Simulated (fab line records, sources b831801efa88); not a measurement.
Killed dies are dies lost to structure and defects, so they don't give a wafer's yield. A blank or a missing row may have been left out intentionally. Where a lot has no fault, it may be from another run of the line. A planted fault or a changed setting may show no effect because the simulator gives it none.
Code-filled problem report in 8D (eight disciplines) form || flow gf180mcu || the parts of the form that need people (team, actions taken, sign-off) are left out

== 1. WHAT WENT WRONG ==
Wafers free of any fault read 46.15 ohm/sq (standard deviation 0.085) for NSD_RS at GF_PSD_RS_MEAS_14, against a mean of 48.32 ohm/sq on 6 wafers of 2 lots. Relative to the usual mean, that is a shift of +25 standard deviations.
The step: measures by four-point-probe.
The first sign was on wafer L245.1 at day 20 06:06, on film metro-03. Wafers with a number at this step in the record: 39, from 13 lots. Rule for "out" (also "out of limits"): further than 4 standard deviations from the usual mean. The other wafers with a number count as sound.

== 2. WHAT IT IS AND WHAT IT IS NOT ==
{"question": "which readings at this step", "is": "NSD_RS", "is not": "-"}
{"question": "which lots", "is": "L245, L248", "is not": "L228, L229, L230, L231, L234, L235, L236, L237, L238, L239, L251"}
{"question": "which wafers of those lots", "is": "all that have a number", "is not": "-"}
{"question": "read on which gauges", "is": "film metro-03, film metro-04", "is not": "film metro-02"}
{"question": "when", "is": "from day 20 06:06", "is not": "up to then (30 sound wafers); but 3 sound wafers of L251 came after"}

== 3. SUSPECTS, AND WHAT RULES EACH OUT ==
Counting: a tool at a process step up to the reading stays a suspect if it ran every lot that is out and no sound lot after the first of them.
- the gauge at GF_PSD_RS_MEAS_14 is ruled out. Those wafers that are out were read across 2 gauges (film metro-03, film metro-04).
- rtp anneal-02 at GF_PSD_RTA_13 (time 20 s): kept. All lots that are out passed through it, beginning with L245 at day 20 06:01, and no sound lot followed; its final sound lot before that point was L239 at day 18 01:36. Its own readings are out on those wafers: wafer_temp_C_max.
After counting, what remains is rtp anneal-02 at GF_PSD_RTA_13.

== 4. THE CAUSE (what the simulator had put in) ==
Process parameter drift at GF_PSD_RTA_13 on rtp anneal-02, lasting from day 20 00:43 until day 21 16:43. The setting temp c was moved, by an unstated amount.
After counting, this tool was the only one left.

== 5. THE CHAIN OF EFFECTS, in route order ==
Rows list readings where the struck wafers' mean (over those with a number) sits beyond 3 standard deviations from the usual. Only readings for which the record gives a usual standard deviation are gone through. hours: the time from each lot's start at the first step in this table that gives one to its start at this step, as a median over the lots. sigmas: the change in usual standard deviations.
{"hours": 0, "step": "GF_PSD_RTA_13", "reading": "wafer_temp_C_max", "usual": 1029.7, "on struck wafers": 1013.5, "change": -16.2, "sigmas": -16}
{"hours": 0, "step": "GF_PSD_RS_MEAS_14", "reading": "NSD_RS", "usual": "46.15 ohm/sq", "on struck wafers": 48.32, "change": "+2.17", "sigmas": "+25"}
{"hours": 6, "step": "GF_PSD_RS_MEAS_15", "reading": "PSD_RS", "usual": "108.61 ohm/sq", "on struck wafers": 119.43, "change": "+10.82", "sigmas": "+37"}
Process steps it contains:
- GF_PSD_RTA_13: time 20 s.
Later measuring or inspecting steps at which every struck wafer that the step has a row for has a number for every such reading, and none has moved that far: GF_M2_OVL_MEAS_15, GF_M3_OVL_MEAS_15, GF_V3_THK_MEAS_25.

== 6. HOW IT WOULD HAVE BEEN CAUGHT EARLIER ==
5 hours passed between the start of the fault at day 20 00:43 and the first reading out of limits at a measuring or inspecting step in this record, taken at day 20 06:06.
The tool's own readings at GF_PSD_RTA_13 were out on every struck wafer that the step has a row for (wafer_temp_C_max): an alarm limit on them would have fired on the first of those.
Of the lots that are out (2), L248 began GF_PSD_RTA_13 on rtp anneal-02 after day 20 06:06. A hold on the tool at that time would have spared it.
